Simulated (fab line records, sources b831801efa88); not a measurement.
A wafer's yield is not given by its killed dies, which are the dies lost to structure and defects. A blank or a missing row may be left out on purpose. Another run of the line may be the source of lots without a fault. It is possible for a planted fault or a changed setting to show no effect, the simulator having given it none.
Split-lot study | flow sky130 | 23 wafers read across 5 lots, on a route 708 steps long

THE SPLIT
At SKY_LOCAL_INTERCONNECT_COAT_06 (resist thk 450 nm), the setting spin_rpm was moved away from the recipe's 3000 rpm on 8 of the 23 wafers read, by -2.9% to +7.2%. All remaining wafers had this setting at the recipe value.

The split's own step is where the reading is taken.

THE READING
KrF-thick_of_LOCAL_INTERCONNECT_COAT_06.thk_nm (the simulator's own value, which no gauge read), in nm, at SKY_LOCAL_INTERCONNECT_COAT_06 (resist thk 450 nm). No usual value for it is given in the file. Average 449.8 nm, standard deviation 1.3 nm, over the 15 wafers here run with the recipe.

wafer  | tool, chamber at the split | spin_rpm as run, rpm | against the recipe | KrF-thick_of_LOCAL_INTERCONNECT_COAT_06.thk_nm, nm | against lot-mates on the recipe
L077.1 | litho_track-04, 0          | 3000                 | recipe             | 450.6                                              | -
L077.5 | litho_track-04, 0          | 3000                 | recipe             | 450.6                                              | -
L077.4 | litho_track-04, 0          | 3000                 | recipe             | 450.3                                              | -
L079.1 | litho_track-04, 0          | 3171                 | +5.7%              | 437.4                                              | -13.1
L079.2 | litho_track-04, 0          | 3000                 | recipe             | 450.4                                              | -
L079.4 | litho_track-04, 0          | 3000                 | recipe             | 450.3                                              | -
L079.5 | litho_track-04, 0          | 3000                 | recipe             | 450.8                                              | -
L079.6 | litho_track-04, 0          | 3171                 | +5.7%              | 438.5                                              | -12.0
L082.1 | litho_track-03, 0          | 3216                 | +7.2%              | 436                                                | -14.0
L082.2 | litho_track-03, 0          | 3216                 | +7.2%              | 435.1                                              | -14.9
L082.4 | litho_track-03, 0          | 3216                 | +7.2%              | 435.1                                              | -14.9
L082.5 | litho_track-03, 0          | 3000                 | recipe             | 450                                                | -
L082.6 | litho_track-03, 0          | 3000                 | recipe             | 450                                                | -
L083.1 | litho_track-01, 0          | 3000                 | recipe             | 450.7                                              | -
L083.2 | litho_track-01, 0          | 2913                 | -2.9%              | 458.8                                              | +7.3
L083.3 | litho_track-01, 0          | 2913                 | -2.9%              | 458                                                | +6.5
L083.4 | litho_track-01, 0          | 3000                 | recipe             | 452.3                                              | -
L083.6 | litho_track-01, 0          | 2913                 | -2.9%              | 458.9                                              | +7.4
L085.1 | litho_track-04, 0          | 3000                 | recipe             | 448.4                                              | -
L085.2 | litho_track-04, 0          | 3000                 | recipe             | 449.1                                              | -
L085.4 | litho_track-04, 0          | 3000                 | recipe             | 447.6                                              | -
L085.5 | litho_track-04, 0          | 3000                 | recipe             | 447.7                                              | -
L085.6 | litho_track-04, 0          | 3000                 | recipe             | 448                                                | -

THE FIT
A straight line over all 23 wafers: KrF-thick_of_LOCAL_INTERCONNECT_COAT_06.thk_nm changes by -2.18 nm for each +1% of spin_rpm; r = -0.98; the points scatter about the line by 1.4 nm.
The same after taking each lot's own level away (the mean of its wafers on the recipe; 23 wafers): -2.13 nm for each +1%; r = -1.00; scatter 0.63 nm.
On that fit, the largest move of spin_rpm shifts the reading by 15 nm.
Across the lots, their own levels run from 448.16 to 451.50 nm, a range of 2.6 times the standard deviation given above.
Hence the lot-to-lot level has little effect on the slope; both slopes agree.
Check: with one of the wafers moved furthest among these (+7.2%) left out of the fit, the line predicts -15.5 nm for it against its lot-mates. It came out at -14 nm against them.

THESE WAFERS: OTHER SPLITS
These wafers also went through other splits before the reading. Each is held against what the fit with the lots' levels taken away leaves over:
other split on the same wafers           | wafers away from the commonest value | r with KrF-thick_of_LOCAL_INTERCONNECT_COAT_06.thk_nm (lot level and that fit taken away)
SKY_SD_P_DEVELOP_06 develop_time_s       | 12                                   | -0.04
SKY_SD_P_IMPLANT_09 energy_kev           | 8                                    | -0.28
SKY_SD_N_STRIP_11 o2_flow_sccm           | 7                                    | -0.46
SKY_LI_CONTACT_CMP_02 leave_above_ref_nm | 10                                   | -0.33
SKY_LI_CONTACT_EXPOSE_09 dose_mj         | 7                                    | +0.17
SKY_LI_CONTACT_CVD_21 temp_c             | 8                                    | +0.21

THE WHOLE CHAIN: every reading that the file lists as answering this split, in the file's order
step                            | what it does      | reading                                                                                         | change (the file's fit)              | r (the file's)
SKY_LOCAL_INTERCONNECT_COAT_06  | resist thk 450 nm | KrF-thick_of_LOCAL_INTERCONNECT_COAT_06.thk_nm (the simulator's own value, which no gauge read) | -2.13 nm for each +1% of the setting | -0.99
SKY_LOCAL_INTERCONNECT_STRIP_15 | strips in O2/N2   | strip_time_to_endpoint_s                                                                        | withheld for each +1% of the setting | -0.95

FILE'S OWN FIT
KrF-thick_of_LOCAL_INTERCONNECT_COAT_06.thk_nm changes by -2.13 nm for each +1% of spin_rpm, r = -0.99.
